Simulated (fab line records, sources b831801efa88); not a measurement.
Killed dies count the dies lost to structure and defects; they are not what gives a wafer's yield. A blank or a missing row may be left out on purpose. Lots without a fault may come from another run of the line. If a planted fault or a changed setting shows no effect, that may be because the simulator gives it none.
Which of the tools did it?	flow gf180mcu	6 lots, 18 wafers sampled, at 3 steps of a route of 602

== WHAT THE GAUGES SHOWED, per wafer ==
GF_TOP_METAL_RS_MEAS_05: uses a four-point probe to measure.
lot	measured	on	TOP_METAL_ALCU_RS (ohm/sq)
L136	day 27 14:39	filmMetro-04	0.0329 0.0327 0.0331
L140	day 28 16:34	filmMetro-02	0.0326 0.0327 0.0325
L148	day 31 03:19	filmMetro-03	0.0329 0.0331 0.0328
L151	day 31 23:25	filmMetro-03	0.0328 0.0330 0.0328
L153	day 32 11:38	filmMetro-03	0.0333 0.0331 0.0335
L156	day 33 07:37	filmMetro-03	0.0324 0.0322 0.0326

== WHAT TOOL EACH LOT RAN ON (gives the tool, then ch and the chambers of the sampled wafers, and finally the start) ==
lot	GF_V5_CVD_23	GF_V5_CMP_26
L136	cvdW-01 ch 0,1, day 27 13:50	cmp-01 ch 0,1, day 27 14:05
L140	cvdW-01 ch 0,1, day 28 15:44	cmp-02 ch 0,1,3, day 28 16:01
L148	cvdW-01 ch 0,1, day 31 02:29	cmp-02 ch 0,3, day 31 02:47
L151	cvdW-01 ch 0, day 31 22:29	cmp-01 ch 0,3, day 31 22:56
L153	cvdW-02 ch 1, day 32 10:48	cmp-02 ch 1,2, day 32 11:05
L156	cvdW-02 ch 0,1, day 33 06:47	cmp-02 ch 1,2,3, day 33 07:05
- GF_V5_CVD_23: deposits W, target thk 350 nm, time 104.9 s.
- GF_V5_CMP_26: polishes, stops on SiO2, t overpolish 15 s, target thk 0 nm.

== THE ANSWER, worked out from the rows above alone ==
Rule: the usual values come from the lots themselves. The widest of any qualifying gaps counts: lots, ordered by their means at a reading, are off when they make up no more than a third of the lots, leave a main group of 4 or more, and stand apart from it by 3 or more times the standard deviation of that group's means. A main group is skipped when, at the precision printed for the reading in the tables above, its means are all equal. Also off: a lot with no number at a reading for which 4 or more lots have one. Any other lot the step has rows for is counted as sound.
Across all readings shown, no lot is off: no conclusion can be drawn from this.

== WHAT THE SIMULATOR HAD PUT IN ==
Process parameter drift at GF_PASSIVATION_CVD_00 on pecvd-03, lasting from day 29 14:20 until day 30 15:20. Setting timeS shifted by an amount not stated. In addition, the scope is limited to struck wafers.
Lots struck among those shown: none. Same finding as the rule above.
